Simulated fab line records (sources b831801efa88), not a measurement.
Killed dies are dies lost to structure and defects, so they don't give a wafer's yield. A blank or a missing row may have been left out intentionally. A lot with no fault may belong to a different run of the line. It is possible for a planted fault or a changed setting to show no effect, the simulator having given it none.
A lot that was struck, set against a sound lot ; flow sky130 ; 14 out of 708 route steps
Sound: the wafers L186.1, L186.2, L186.3. Wafers struck: L178.1, L178.5, L178.6. The cause is given at the end.
Per side, at each step with rows, come the tool, then ch with its chambers, and then its first start. Under that, the readings that differ: sound wafers ; struck wafers ; difference of the means ; sigmas: that difference in standard deviations of wafers without a fault.
alike: a reading whose means differ by less than 2 such deviations, as well as words and numbers matching on both sides. not compared: withheld readings; readings where some wafer has no value; bounds like >300 that might hide an equal value; numbers whose values overlap and for which the record gives no deviation.
Wherever a step has rows on one side only, a row that says differs or no value, or a row with sigmas, the two part there. Numbers that have no deviation but don't overlap get no sigmas and don't part them. A reading that every wafer of one side lacks parts them only if that side has two wafers or more.

first, 1 step without rows for these wafers: SKY_VIA4_DEVELOP_10 (develop time 60 s).
SKY_VIA4_OVL_MEAS_11:
  sound: overlay-01 at day 47 08:44; struck: overlay-02 at day 44 19:02
  alike: VIA4_OVL
SKY_VIA4_ETCH_12: etches SiO2 in C4F8/O2/Ar, stops on TiN, target depth 580 nm.
  sound on rieDiel-01 ch 1,2,3, day 47 08:46; struck on rieDiel-02 ch 0,1, day 44 19:05
  alike: oesProductAu
then, 4 steps without rows for these wafers: SKY_VIA4_STRIP_13 (strips in O2/N2); SKY_VIA4_STRIP_14 (strips in post etch residue remover, time 1200 s); SKY_VIA4_CLEAN_15 (cleans in IPA, time 180 s); SKY_VIA4_CLEAN_16 (cleans in O3/DIW).
SKY_VIA4_SPUTTER_17: material TiN, target thk 20 nm, time 80 s.
  sound: pvdSputter-01 at day 47 09:26; struck: pvdSputter-01 at day 44 19:44
  alike: cathodeDcPowerW, chamberPressurePa, throttleValvePct
SKY_VIA4_CVD_18: deposits W, target thk 505 nm, time 152.14 s.
  sound on cvdW-02 ch 0,1, day 47 09:29; struck on cvdW-02 ch 0,1, day 44 19:48
  alike: heaterPowerW
SKY_VIA4_RS_MEAS_19: a four-point-probe measurement.
  sound: filmMetro-03 at day 47 09:38; struck: filmMetro-04 at day 44 19:57
  alike: VIA4_W_RS
SKY_VIA4_THK_MEAS_20: measures by xrf.
  sound: filmMetro-03 at day 47 09:46; struck: filmMetro-04 at day 44 20:04
  alike: VIA4_W_THK
SKY_VIA4_CMP_21: polishes, stops on SiO2, t overpolish 25 s, target thk 0 nm.
  sound on cmp-01 ch 1,2,3, day 47 09:49; struck on cmp-01 ch 0,3, day 44 20:08
  alike: motorCurrentA, overpolishRunS, timeToEndpointS
SKY_METAL5_SPUTTER_00: material Ti, target thk 15 nm, time 10 s.
  sound: pvdSputter-01 at day 47 10:07; struck: pvdSputter-04 at day 44 20:26
  no value came back on the struck wafers for cathodeDcPowerW (W), chamberPressurePa (Pa), throttleValvePct (%); on the sound wafers cathodeDcPowerW (W) reads 3000.4 2999.9 3000.5
SKY_METAL5_SPUTTER_01: material TiN, target thk 20 nm, time 16.7 s.
  sound: pvdSputter-01 at day 47 10:09; struck: pvdSputter-04 at day 44 20:28
  alike: cathodeDcPowerW, chamberPressurePa, throttleValvePct

WHERE THEY PART
SKY_METAL5_SPUTTER_00 only, going by this record. Later steps at which nothing parts them and some readings are alike: SKY_METAL5_SPUTTER_01.

WHY: the cause the simulator had injected
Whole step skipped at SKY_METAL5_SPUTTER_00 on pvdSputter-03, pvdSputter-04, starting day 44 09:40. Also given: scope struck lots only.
